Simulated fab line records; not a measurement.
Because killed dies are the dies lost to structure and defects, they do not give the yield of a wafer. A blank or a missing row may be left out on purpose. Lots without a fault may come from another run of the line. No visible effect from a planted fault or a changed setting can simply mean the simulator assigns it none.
Which tool was responsible? -- flow sky130 -- Sampling: 13 lots, 39 wafers, 4 of 708 route steps

WHAT THE GAUGES READ, wafer by wafer
SKY_FIELD_ISO_THK_MEAS_04. Usual: FIELD_ISO_CVD_03_THK 164.9 nm, standard deviation 1.3.
lot,measured,on,FIELD_ISO_CVD_03_THK (nm),flag
L507,day 1 13:30,film-metro-04,164.1 165.1 163.4,
L508,day 1 18:50,film-metro-03,165.4 164.6 165.1,
L509,day 1 23:46,film-metro-03,163.4 163.4 165.1,
L510,day 2 07:34,film-metro-03,167.4 168.7 167.4,
L512,day 2 17:26,film-metro-01,162.6 164.5 164.5,
L514,day 3 03:12,film-metro-01,162.1 162.4 162.8,
L513,day 3 03:13,film-metro-03,164.0 165.1 165.0,
L515,day 3 09:58,film-metro-03,163.3 164.2 165.2,
L520,day 4 07:40,film-metro-04,165.9 165.2 166.6,
L522,day 4 18:56,film-metro-03,164.2 165.2 165.0,
L528,day 5 23:10,film-metro-03,163.9 163.8 163.5,
L529,day 6 05:07,film-metro-04,164.7 167.4 165.2,
L530,day 6 10:23,film-metro-04,164.2 166.4 164.2,

SKY_POLY_CUT_CD_MEAS_08: target cd 270 nm. Usual: cd-nm at 269.7 nm, with a standard deviation of 1.5.
lot,measured,on,cd-nm (nm),flag
L507,day 25 02:50,cd-sem-02,268.9 268.7 269.7,
L508,day 25 08:50,cd-sem-02,268.9 269.7 269.2,
L509,day 25 23:34,cd-sem-01,271.4 268.8 269.5,
L510,day 26 00:59,cd-sem-02,267.0 269.9 269.0,
L512,day 26 09:45,cd-sem-01,267.2 269.2 269.3,
L514,day 27 01:23,cd-sem-02,271.5 271.0 271.4,
L513,day 26 21:35,cd-sem-02,269.4 270.4 269.7,
L515,day 27 15:02,cd-sem-01,270.8 270.3 271.8,
L520,day 29 07:04,cd-sem-01,270.5 270.9 269.6,
L522,day 29 14:20,cd-sem-02,270.5 270.4 269.1,
L528,day 31 17:13,cd-sem-02,268.4 268.0 268.9,
L529,day 31 23:20,cd-sem-02,266.8 269.1 268.1,
L530,day 32 02:05,cd-sem-02,268.9 270.5 269.0,

WHICH TOOL RAN EACH LOT (tool, then ch and the chambers of the sampled wafers, then the start)
lot,SKY_GATE_OXIDE_STRIP_13,SKY_LDD_N_IMPLANT_11
L507,"plasma-asher-04 ch 0,1, day 14 18:39","implanter-01 ch 0, day 18 16:07"
L508,"plasma-asher-04 ch 0,1, day 14 23:32","implanter-04 ch 0, day 18 21:35"
L509,"plasma-asher-01 ch 0,1, day 15 10:14","implanter-01 ch 0, day 19 11:59"
L510,"plasma-asher-02 ch 0,1, day 15 13:04","implanter-04 ch 0, day 19 14:15"
L512,"plasma-asher-01 ch 0,1, day 15 17:29","implanter-01 ch 0, day 19 23:35"
L514,"plasma-asher-04 ch 0,1, day 16 12:46","implanter-01 ch 0, day 20 17:09"
L513,"plasma-asher-04 ch 0,1, day 16 09:15","implanter-01 ch 0, day 20 12:07"
L515,"plasma-asher-01 ch 0,1, day 17 02:47","implanter-01 ch 0, day 21 06:53"
L520,"plasma-asher-02 ch 0,1, day 18 10:46","implanter-01 ch 0, day 22 17:10"
L522,"plasma-asher-04 ch 0,1, day 19 06:22","implanter-01 ch 0, day 23 11:52"
L528,"plasma-asher-04 ch 0,1, day 21 18:27","implanter-04 ch 0, day 25 18:08"
L529,"plasma-asher-01 ch 0,1, day 21 18:44","implanter-04 ch 0, day 25 21:43"
L530,"plasma-asher-04 ch 0,1, day 22 01:58","implanter-04 ch 0, day 26 01:26"
- SKY_GATE_OXIDE_STRIP_13: strips in O2/N2.
- SKY_LDD_N_IMPLANT_11

WHAT THE TOOLS THEMSELVES READ (means of the sampled wafers that have a number; where no wafer has one, the mark that the record gives instead)
SKY_GATE_OXIDE_STRIP_13. Usual: drypump-motor-current-A 5.8 A, standard deviation 0.36; o2-flow-sccm 3001 sccm, standard deviation 9; oes-product-au 0.716 a.u., standard deviation 0.0049; strip-time-to-endpoint-s 14.18 s, standard deviation 0.035.
lot,tool,drypump-motor-current-A (A),o2-flow-sccm (sccm),oes-product-au (a.u.),strip-time-to-endpoint-s (s),flag
L507,plasma-asher-04,5.9,3003,0.712,14.15,
L508,plasma-asher-04,5.9,2999,0.716,14.25,
L509,plasma-asher-01,5.9,3004,0.713,14.20,
L510,plasma-asher-02,5.1,3009,0.715,14.13,
L512,plasma-asher-01,6.1,3002,0.717,14.16,
L514,plasma-asher-04,5.9,3013,0.713,14.17,
L513,plasma-asher-04,5.8,2992,0.719,14.17,
L515,plasma-asher-01,5.9,3000,0.717,14.21,
L520,plasma-asher-02,5.3,2998,0.715,14.18,
L522,plasma-asher-04,5.9,3005,0.713,14.17,
L528,plasma-asher-04,5.8,3002,0.717,14.19,
L529,plasma-asher-01,5.9,2995,0.716,14.20,
L530,plasma-asher-04,5.8,2993,0.722,14.17,

SKY_LDD_N_IMPLANT_11. Usual: dose-ions-cm2 7.5e+13, standard deviation 8e+10; faraday-current-uA 423, standard deviation 9; rotation-deg 293.00 degrees, standard deviation 0.049.
lot,tool,dose-ions-cm2,faraday-current-uA,rotation-deg (degrees),flag
L507,implanter-01,7.5e+13,416,293.01,
L508,implanter-04,7.5e+13,414,293.00,
L509,implanter-01,7.5e+13,428,293.02,
L510,implanter-04,7.5e+13,422,292.98,
L512,implanter-01,7.5e+13,426,292.95,
L514,implanter-01,7.5e+13,426,293.06,
L513,implanter-01,7.5e+13,417,293.04,
L515,implanter-01,7.5e+13,418,293.00,
L520,implanter-01,8.4e+13,478,293.00,OFF
L522,implanter-01,8.4e+13,488,292.95,OFF
L528,implanter-04,7.5e+13,421,292.97,
L529,implanter-04,7.5e+13,429,293.00,
L530,implanter-04,7.5e+13,421,293.02,

THE ANSWER, worked out from the rows above alone
Rule: a lot is off if the mean of its wafers that have a number lies more than 3 standard deviations from the usual mean. Also off: a lot with no number at a reading for which 4 or more lots have one. All remaining lots with rows at the step are treated as sound. The gauges are gone through in route order, then the tools' own readings, and for those a lot's mean is taken as printed above. At the first step where some lot is off, the reading lying furthest off is the one used; lots without a number count as furthest.
Off, at SKY_LDD_N_IMPLANT_11 on dose-ions-cm2: L520, L522.
A tool fits if, at that step or a process step before it, it ran every lot that is off, and no sound lot after the first of them. One fits: SKY_LDD_N_IMPLANT_11 on implanter-01. A fault onset in the window from L515 (day 21 06:53, its last sound lot) to L520 (day 22 17:10, its first lot off) fits.
The tool's own readings at SKY_LDD_N_IMPLANT_11 bear it out: on the lots that are off they differ by more than 5 times the standard deviation of the sound lots' means. dose-ions-cm2 reads 8.4e+13 there against 7.5e+13 on the sound lots; faraday-current-uA reads 483 there against 422 on the sound lots.

WHAT THE SIMULATOR HAD INSERTED
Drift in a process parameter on implanter-01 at SKY_LDD_N_IMPLANT_11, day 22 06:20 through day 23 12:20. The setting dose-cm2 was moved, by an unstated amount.
Shown lots that were struck: L520, L522. The rule above found the same.
